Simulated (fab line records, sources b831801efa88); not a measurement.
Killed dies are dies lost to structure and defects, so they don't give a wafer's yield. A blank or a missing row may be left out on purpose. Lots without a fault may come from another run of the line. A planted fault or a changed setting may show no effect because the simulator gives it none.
Which tool did it? | flow sky130 | 12 lots, 36 wafers sampled, at 3 steps of a route of 708

WHAT THE GAUGES READ, wafer by wafer
The record holds no reading of a measuring or inspecting step that can be judged against a usual standard deviation.

WHICH TOOL RAN EACH LOT (tool, then ch and the chambers of the sampled wafers, then the start)
lot  | SKY_VIA1_ETCH_14                   | SKY_VIA1_STRIP_16                    | SKY_PAD_OPEN_PROBE_99
L168 | rie_diel-01 ch 1,2, day 33 13:44   | plasma_asher-01 ch 0,1, day 33 13:51 | prober-01, day 45 09:49
L169 | rie_diel-01 ch 0,1,2, day 34 03:41 | plasma_asher-01 ch 0,1, day 34 03:47 | prober-02, day 45 19:46
L171 | rie_diel-04 ch 0,2, day 35 00:11   | plasma_asher-01 ch 0, day 35 00:16   | prober-02, day 46 10:50
L172 | rie_diel-03 ch 0,2, day 35 10:08   | plasma_asher-04 ch 0,1, day 35 10:15 | prober-01, day 46 19:32
L175 | rie_diel-03 ch 0,3, day 36 12:23   | plasma_asher-04 ch 0,1, day 36 12:31 | prober-02, day 47 17:00
L176 | rie_diel-03 ch 0,1,2, day 36 19:11 | plasma_asher-02 ch 0,1, day 36 19:17 | prober-01, day 47 22:54
L177 | rie_diel-01 ch 0,3, day 36 22:05   | plasma_asher-01 ch 0, day 36 22:11   | prober-02, day 47 23:48
L184 | rie_diel-03 ch 0,1,3, day 38 23:17 | plasma_asher-01 ch 0,1, day 38 23:24 | prober-01, day 49 11:48
L187 | rie_diel-03 ch 0,3, day 39 23:18   | plasma_asher-02 ch 0,1, day 39 23:23 | prober-02, day 50 02:46
L189 | rie_diel-04 ch 1,2,3, day 40 16:43 | plasma_asher-02 ch 0,1, day 40 16:49 | prober-02, day 50 17:04
L190 | rie_diel-04 ch 2,3, day 40 18:59   | plasma_asher-01 ch 0,1, day 40 19:06 | prober-01, day 50 17:58
L191 | rie_diel-04 ch 2,3, day 41 00:51   | plasma_asher-02 ch 0,1, day 41 00:56 | prober-02, day 50 21:50
- SKY_VIA1_ETCH_14: etches BARC in N2/H2, stops on SiO2, time 45.9 s, target depth 60 nm.
- SKY_VIA1_STRIP_16: strips in O2/N2.
- SKY_PAD_OPEN_PROBE_99

WHAT THE TOOLS THEMSELVES READ (means of the sampled wafers that have a number; where no wafer has one, the mark that the record gives instead)
SKY_VIA1_ETCH_14.
lot  | tool        | bias_w (W) | chamber_pressure_mTorr (mTorr) | drypump_motor_current_A (A) | h2_flow_sccm (sccm) | oes_product_au (a.u.) | rf_fwd_power_W (W) | throttle_valve_pct (%)
L168 | rie_diel-01 | 100.02     | 29.993                         | 5.8                         | 199.5               | 0.853                 | 492.7              | 13.222
L169 | rie_diel-01 | 100.08     | 30.023                         | 5.6                         | 199.9               | 0.859                 | 494.4              | 13.231
L171 | rie_diel-04 | 99.84      | 30.003                         | 5.8                         | 199.9               | 0.852                 | 491.6              | 13.224
L172 | rie_diel-03 | 100.09     | 29.997                         | 6.2                         | 200.0               | 0.861                 | 496.9              | 13.226
L175 | rie_diel-03 | 99.95      | 30.018                         | 5.9                         | 199.8               | 0.854                 | 496.9              | 13.220
L176 | rie_diel-03 | 100.04     | 30.013                         | 6.1                         | 200.7               | 0.850                 | 495.9              | 13.218
L177 | rie_diel-01 | 100.16     | 30.027                         | 5.2                         | 199.9               | 0.858                 | 496.3              | 13.231
L184 | rie_diel-03 | 100.08     | 29.989                         | 6.2                         | 199.8               | 0.855                 | 414.0              | 13.221
L187 | rie_diel-03 | 100.22     | 29.986                         | 5.9                         | 199.9               | 0.855                 | 414.9              | 13.224
L189 | rie_diel-04 | 99.55      | 30.020                         | 5.6                         | 200.1               | 0.854                 | 493.5              | 13.216
L190 | rie_diel-04 | 100.01     | 29.982                         | 5.4                         | 199.8               | 0.853                 | 496.0              | 13.223
L191 | rie_diel-04 | 99.76      | 30.008                         | 5.4                         | 200.0               | 0.853                 | 494.9              | 13.226

SKY_VIA1_STRIP_16.
lot  | tool            | chamber_pressure_mTorr (mTorr) | drypump_motor_current_A (A) | oes_product_au (a.u.) | strip_time_to_endpoint_s (s)
L168 | plasma_asher-01 | 1501.0                         | 6.0                         | 0.413                 | 4.441
L169 | plasma_asher-01 | 1499.8                         | 6.1                         | 0.415                 | 4.451
L171 | plasma_asher-01 | 1499.4                         | 6.2                         | 0.413                 | 4.483
L172 | plasma_asher-04 | 1500.1                         | 6.2                         | 0.414                 | 4.454
L175 | plasma_asher-04 | 1498.9                         | 6.2                         | 0.419                 | 4.432
L176 | plasma_asher-02 | 1499.6                         | 6.0                         | 0.415                 | 4.451
L177 | plasma_asher-01 | 1498.9                         | 6.2                         | 0.411                 | 4.461
L184 | plasma_asher-01 | 1500.0                         | 6.0                         | 0.412                 | 4.503
L187 | plasma_asher-02 | 1500.5                         | 5.5                         | 0.416                 | 4.497
L189 | plasma_asher-02 | 1499.4                         | 6.0                         | 0.412                 | 4.443
L190 | plasma_asher-01 | 1499.6                         | 6.0                         | 0.410                 | 4.439
L191 | plasma_asher-02 | 1498.8                         | 6.0                         | 0.416                 | 4.444

SKY_PAD_OPEN_PROBE_99.
lot  | tool      | defect_limited_yield (%) | killed_at_M0_to_M3 | killed_at_M4_up | killed_at_contacts | killed_at_front_end | killed_at_other | killed_dies | killed_open | killed_short | sort_bin_3_pad_short (%) | sort_bin_5_function (%) | sort_bin_6_memory (%) | sort_n_pass | sort_yield_pct (%)
L168 | prober-01 | 82.6                     | 39                 | 4.0             | 27                 | 15                  | 0.0             | 85          | 46          | 39           | 0.9                      | 10.6                    | 5.8                   | 407         | 82.6
L169 | prober-02 | 82.7                     | 40                 | 3.0             | 23                 | 18                  | 0.3             | 85          | 42          | 43           | 0.9                      | 9.8                     | 6.5                   | 407         | 82.7
L171 | prober-02 | 83.2                     | 42                 | 3.3             | 20                 | 18                  | 0.0             | 83          | 49          | 34           | 0.7                      | 10.2                    | 5.9                   | 409         | 83.2
L172 | prober-01 | 82.8                     | 45                 | 2.7             | 18                 | 18                  | 0.7             | 84          | 46          | 39           | 0.7                      | 10.3                    | 6.2                   | 408         | 82.8
L175 | prober-02 | 84.2                     | 41                 | 1.7             | 19                 | 16                  | 0.0             | 78          | 43          | 35           | 1.3                      | 8.7                     | 5.8                   | 414         | 84.2
L176 | prober-01 | 81.8                     | 46                 | 4.7             | 27                 | 12                  | 0.0             | 90          | 52          | 37           | 0.4                      | 11.6                    | 6.2                   | 402         | 81.8
L177 | prober-02 | 81.2                     | 53                 | 4.3             | 25                 | 10                  | 0.0             | 92          | 53          | 38           | 1.4                      | 10.3                    | 7.0                   | 400         | 81.2
L184 | prober-01 | 82.9                     | 44                 | 2.3             | 23                 | 15                  | 0.0             | 84          | 47          | 37           | 0.7                      | 9.8                     | 6.6                   | 408         | 82.9
L187 | prober-02 | 80.2                     | 46                 | 3.0             | 28                 | 21                  | 0.0             | 98          | 49          | 48           | 1.0                      | 12.1                    | 6.8                   | 394         | 80.2
L189 | prober-02 | 83.0                     | 45                 | 3.7             | 21                 | 13                  | 0.3             | 83          | 46          | 37           | 0.7                      | 9.9                     | 6.3                   | 409         | 83.0
L190 | prober-01 | 83.4                     | 44                 | 3.3             | 24                 | 11                  | 0.0             | 82          | 41          | 41           | 1.1                      | 8.7                     | 6.7                   | 410         | 83.4
L191 | prober-02 | 82.5                     | 44                 | 2.0             | 25                 | 15                  | 0.3             | 86          | 46          | 40           | 1.1                      | 10.3                    | 6.1                   | 406         | 82.5

THE ANSWER, worked out from the rows above alone
Rule: what is usual is taken from the lots themselves. Put in order of their means at a reading, lots are off if they are a third of the lots or fewer, leave a main group of 4 or more, and stand apart from it by a gap of 3 or more times the standard deviation of the main group's means; of several such gaps the widest counts. A main group whose means are all the same, to the digits that the tables above print for the reading, isn't used. A lot without any number at a reading at which 4 lots or more have one is off too. The other lots that the step has rows for count as sound. The gauges are gone through in route order, then the tools' own readings, and for those a lot's mean is taken as printed above. The first step at which some lot is off is used, and at that step the reading that is off furthest; a lot without a number counts as furthest.
Off: L184, L187, at SKY_VIA1_ETCH_14 (rf_fwd_power_W). The main group: mean 494.9 W, standard deviation 1.7.
A tool fits if, at that step or a process step before it, it ran every lot that is off, and no sound lot after the first of them. One fits: rie_diel-03 at SKY_VIA1_ETCH_14. Its last sound lot is L176 (day 36 19:11), its first lot that is off L184 (day 38 23:17): a fault that began between those two fits.
The tool's own readings at SKY_VIA1_ETCH_14 bear it out: on the lots that are off they differ by more than 5 times the standard deviation of the sound lots' means. rf_fwd_power_W reads 414.4 W there against 494.9 W on the sound lots.

WHAT THE SIMULATOR HAD PUT IN
Process parameter drift: rie_diel-03, from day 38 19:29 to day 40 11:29, at SKY_VIA1_ETCH_14. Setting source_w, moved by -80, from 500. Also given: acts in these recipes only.
Lots struck among those shown: L184, L187. The rule above found the same.
